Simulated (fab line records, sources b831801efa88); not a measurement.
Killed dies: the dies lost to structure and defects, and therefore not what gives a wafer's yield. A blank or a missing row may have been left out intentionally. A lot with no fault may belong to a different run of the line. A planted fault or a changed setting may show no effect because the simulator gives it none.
The same fault as seen by 2 desks :: flow gf180mcu :: each desk has only its own numbers; what lay behind them comes last

FROM THE METROLOGY DESK
Means of the sampled wafers that have a number, per lot and without regard to the tool the lot ran on: this is what the gauges read. Any lot whose mean is over 4 standard deviations away from the usual mean is out of limits and marked OUT; that distance is given in the brackets.
Columns: A = V1_CVD_02_THK at GF_V1_THK_MEAS_03, usual 843 nm; B = cd-nm at GF_V1_CD_MEAS_14, usual 259.9 nm
lot: L731
first seen here: day 17 03:25
A: 838
B: 259.8

lot: L734
first seen here: day 17 23:30
A: 840
B: 259.8

lot: L738
first seen here: day 19 11:02
A: 844
B: 259.7

lot: L739
first seen here: day 20 02:58
A: 848
B: 261.6

lot: L740
first seen here: day 20 20:22
A: 845
B: 259.6

lot: L743
first seen here: day 21 14:34
A: 843
B: 258.5

lot: L744
first seen here: day 22 01:59
A: 840
B: 259.7

lot: L746
first seen here: day 22 21:55
A: 843
B: 260.7

lot: L748
first seen here: day 23 07:30
A: 850
B: 261.5

lot: L747
first seen here: day 23 10:08
A: 937 (+9.6) OUT
B: 262.0

lot: L749
first seen here: day 23 17:16
A: 876
B: 259.5
This desk's result: L747 out of limits, first on L747 (V1_CVD_02_THK at GF_V1_THK_MEAS_03), day 23 10:08. L731, L734, L738, L739, L740, L743, L744, L746, L748, L749 stayed within limits.

DESK OF THE TOOL OWNER: pecvd-02
The tool's own readings at GF_V1_CVD_02 (deposits SiO2 from TEOS, target thk 850 nm, time 94.851 s): means of the sampled wafers that have a number, for each lot that ran on this tool. Any lot whose mean is over 4 standard deviations away from the usual mean is out of limits and marked OUT; that distance is given in the brackets.
Columns: A = heater-power-w at GF_V1_CVD_02, usual 692 W; B = run-length-s at GF_V1_CVD_02, usual 122.6 s
lot: L731
first seen here: day 17 03:21
A: 709
B: 122.6

lot: L734
first seen here: day 17 23:26
A: 772
B: 122.9

lot: L738
first seen here: day 19 10:59
A: 651
B: 122.7

lot: L740
first seen here: day 20 20:17
A: 680
B: 122.7

lot: L743
first seen here: day 21 14:30
A: 702
B: 122.6

lot: L744
first seen here: day 22 01:55
A: 704
B: 122.5

lot: L747
first seen here: day 23 10:04
A: 745
B: 133.6 (+27) OUT

lot: L749
first seen here: day 23 17:11
A: 744
B: 127.8 (+13) OUT
This desk's verdict: out of limits on L747, L749, starting with L747 at day 23 10:04 (run-length-s at GF_V1_CVD_02). L731, L734, L738, L740, L743, L744 stayed within limits.

PUT TOGETHER
At day 23 10:04, on L747, L749, the tool owner's desk was in a position to raise an alarm.
L747 would have let the metrology desk raise an alarm at day 23 10:08.
The metrology desk holds a record of L749, inside its limits.
Every lot named ran GF_V1_CVD_02 on pecvd-02.

WHAT HAD BEEN PUT IN BY THE SIMULATOR
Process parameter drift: pecvd-02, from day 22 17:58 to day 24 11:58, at GF_V1_CVD_02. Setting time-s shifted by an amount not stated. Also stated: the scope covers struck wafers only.
Struck lots among those shown: L747, L749.
Delay (hours) between the fault's onset and each desk's first out-of-limits reading: 16 at the tool owner's desk, 16 at the metrology desk.
